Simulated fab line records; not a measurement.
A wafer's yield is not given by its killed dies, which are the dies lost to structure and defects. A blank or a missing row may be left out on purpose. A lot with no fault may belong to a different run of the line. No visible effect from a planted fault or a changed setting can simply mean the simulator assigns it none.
Which tool is to blame? ; flow sky130 ; 11 lots with 32 wafers sampled at 5 steps, on a route of 708 steps

== WHAT THE GAUGES READ, wafer by wafer ==
SKY_METAL2_THK_MEAS_06: measures by xrf. Usual: METAL2_ALCU_THK gives 243 nm (standard deviation 3.6).
lot;measured;on;METAL2_ALCU_THK (nm);flag
L978;day 35 20:40;filmMetro-04;244 248 243;
L980;day 36 14:16;filmMetro-04;246 246 246;
L982;day 36 15:40;filmMetro-02;278 274 276;OFF
L981;day 36 17:15;filmMetro-02;281 279 279;OFF
L983;day 36 21:38;filmMetro-01;242 240 237;
L987;day 37 20:17;filmMetro-02;239 239 240;
L988;day 38 08:23;filmMetro-02;239 240 242;
L990;day 38 17:32;filmMetro-02;239 240 240;
L992;day 39 08:38;filmMetro-04;250 250;
L993;day 40 04:08;filmMetro-02;240 239 240;
L994;day 40 10:44;filmMetro-02;241 242 240;

== TOOL THAT RAN EACH LOT (tool first, then ch and the chambers of the sampled wafers, then the start) ==
lot;SKY_CONTACT_CMP_27;SKY_METAL1_SPUTTER_02;SKY_VIA1_CVD_21;SKY_METAL2_SPUTTER_04
L978;cmp-02 ch 0,3, day 33 10:41;pvdSputter-04, day 33 11:01;cvdW-02 ch 0,1, day 35 19:41;pvdSputter-02, day 35 20:23
L980;cmp-02 ch 0,2,3, day 34 06:57;pvdSputter-04, day 34 07:15;cvdW-01 ch 0, day 36 13:20;pvdSputter-03, day 36 14:05
L982;cmp-01 ch 0,2,3, day 34 08:13;pvdSputter-02, day 34 08:31;cvdW-02 ch 0, day 36 14:50;pvdSputter-02, day 36 15:30
L981;cmp-01 ch 1,2,3, day 34 09:40;pvdSputter-04, day 34 10:01;cvdW-01 ch 0,1, day 36 16:25;pvdSputter-03, day 36 17:05
L983;cmp-01 ch 0,2, day 34 12:49;pvdSputter-02, day 34 13:06;cvdW-01 ch 0, day 36 20:48;pvdSputter-03, day 36 21:28
L987;cmp-01 ch 1,2,3, day 35 13:34;pvdSputter-02, day 35 13:55;cvdW-01 ch 0,1, day 37 19:26;pvdSputter-03, day 37 20:07
L988;cmp-02 ch 0,1,3, day 36 01:10;pvdSputter-02, day 36 01:22;cvdW-02 ch 0,1, day 38 07:32;pvdSputter-03, day 38 08:13
L990;cmp-02 ch 0,2, day 36 10:58;pvdSputter-03, day 36 11:20;cvdW-02 ch 0, day 38 16:42;pvdSputter-02, day 38 17:22
L992;cmp-01 ch 0,1, day 37 02:36;pvdSputter-02, day 37 02:48;cvdW-02 ch 0, day 39 07:48;pvdSputter-03, day 39 08:26
L993;cmp-02 ch 1,2, day 37 22:52;pvdSputter-04, day 37 23:13;cvdW-01 ch 0,1, day 40 03:19;pvdSputter-01, day 40 03:56
L994;cmp-02 ch 0,1,2, day 38 06:19;pvdSputter-02, day 38 06:37;cvdW-01 ch 1, day 40 09:53;pvdSputter-01, day 40 10:33
- SKY_CONTACT_CMP_27: polishes, stops on SiO2, t overpolish 15 s, target thk 0 nm.
- SKY_METAL1_SPUTTER_02: material AlCu, target thk 250 nm, time 13.8 s.
- SKY_VIA1_CVD_21: deposits W, target thk 270 nm, time 80.902 s.
- SKY_METAL2_SPUTTER_04: material TiN, target thk 70 nm, time 58.3 s.

== AS READ BY THE TOOLS THEMSELVES (means over the sampled wafers that have a number; for cases with no such wafer, the mark the record gives instead) ==
SKY_CONTACT_CMP_27. Usual: motorCurrentA 11.4 A, standard deviation 0.96; overpolishRunS 15.000 s, standard deviation 0.0091; timeToEndpointS 81.3 s, standard deviation 2.7.
lot;tool;motorCurrentA (A);overpolishRunS (s);timeToEndpointS (s);flag
L978;cmp-02;12.2;15.002;80.1;
L980;cmp-02;11.5;15.001;81.9;
L982;cmp-01;11.5;15.000;82.5;
L981;cmp-01;11.8;15.004;84.8;
L983;cmp-01;11.0;15.002;83.7;
L987;cmp-01;12.2;14.996;82.0;
L988;cmp-02;10.7;14.999;79.4;
L990;cmp-02;11.8;14.990;79.0;
L992;cmp-01;11.8;14.995;84.5;
L993;cmp-02;10.7;14.993;80.2;
L994;cmp-02;11.5;14.989;81.4;

SKY_METAL1_SPUTTER_02. Usual: cathodeDcPowerW 10600 W, standard deviation 1.8; chamberPressurePa 0.4000 Pa, standard deviation 0.00079; throttleValvePct 30.0 %, standard deviation 0.85.
lot;tool;cathodeDcPowerW (W);chamberPressurePa (Pa);throttleValvePct (%);flag
L978;pvdSputter-04;10598;0.4010;30.0;
L980;pvdSputter-04;10597;0.4004;30.0;
L982;pvdSputter-02;10600;0.4007;30.7;
L981;pvdSputter-04;10600;0.4003;30.1;
L983;pvdSputter-02;10599;0.4001;30.8;
L987;pvdSputter-02;10601;0.4005;31.1;
L988;pvdSputter-02;10601;0.4000;30.7;
L990;pvdSputter-03;10600;0.4004;29.3;
L992;pvdSputter-02;10601;0.4013;30.6;
L993;pvdSputter-04;10601;0.3995;30.1;
L994;pvdSputter-02;10601;0.3994;30.6;

SKY_VIA1_CVD_21. Usual: chamberPressureTorr 40.00 Torr, standard deviation 0.087; heaterPowerOuterW 545 W, standard deviation 71; heaterPowerW 877 W, standard deviation 92.
lot;tool;chamberPressureTorr (Torr);heaterPowerOuterW (W);heaterPowerW (W);flag
L978;cvdW-02;40.04;628;965;
L980;cvdW-01;40.05;539;876;
L982;cvdW-02;40.07;670;1042;
L981;cvdW-01;39.93;513;847;
L983;cvdW-01;39.91;538;880;
L987;cvdW-01;39.90;513;843;
L988;cvdW-02;40.02;620;950;
L990;cvdW-02;40.04;666;1057;
L992;cvdW-02;39.96;685;1052;
L993;cvdW-01;39.99;497;832;
L994;cvdW-01;39.97;487;804;

SKY_METAL2_SPUTTER_04. Usual: cathodeDcPowerW 6500.1 W, standard deviation 1.1; chamberPressurePa 0.4000 Pa, standard deviation 0.0008; throttleValvePct 29.7 %, standard deviation 0.94.
lot;tool;cathodeDcPowerW (W);chamberPressurePa (Pa);throttleValvePct (%);flag
L978;pvdSputter-02;6501.0;0.4006;30.3;
L980;pvdSputter-03;6499.8;0.4003;28.9;
L982;pvdSputter-02;-;-;-;OFF
L981;pvdSputter-03;-;-;-;OFF
L983;pvdSputter-03;6500.3;0.4007;29.6;
L987;pvdSputter-03;6498.6;0.4011;30.0;
L988;pvdSputter-03;6501.0;0.3995;29.9;
L990;pvdSputter-02;6501.2;0.3994;31.1;
L992;pvdSputter-03;6501.0;0.3999;29.0;
L993;pvdSputter-01;6499.7;0.4001;29.8;
L994;pvdSputter-01;6499.4;0.3996;29.6;

== THE ANSWER, worked out from the rows above alone ==
Rule: a lot is off if the mean of its wafers that have a number lies more than 3 standard deviations from the usual mean. A lot without any number at a reading at which 4 lots or more have one is off too. Where the step has rows for the other lots, those lots are counted as sound. Order of review: gauges by route order, followed by the tools' own readings, for which a lot's mean as printed above is used. At the first step where some lot is off, the reading lying furthest off is the one used; lots without a number count as furthest.
Off: L982, L981, seen at SKY_METAL2_THK_MEAS_06 (METAL2_ALCU_THK).
A tool fits if, at a process step before that reading, it ran every lot that is off, and no sound lot after the first of them. The gauges at SKY_METAL2_THK_MEAS_06 aren't tried: what is off there is off at SKY_METAL2_SPUTTER_04 too, on other tools, and a gauge's error can't cause that. None of those tried fits.

== WHAT HAD BEEN PUT IN BY THE SIMULATOR ==
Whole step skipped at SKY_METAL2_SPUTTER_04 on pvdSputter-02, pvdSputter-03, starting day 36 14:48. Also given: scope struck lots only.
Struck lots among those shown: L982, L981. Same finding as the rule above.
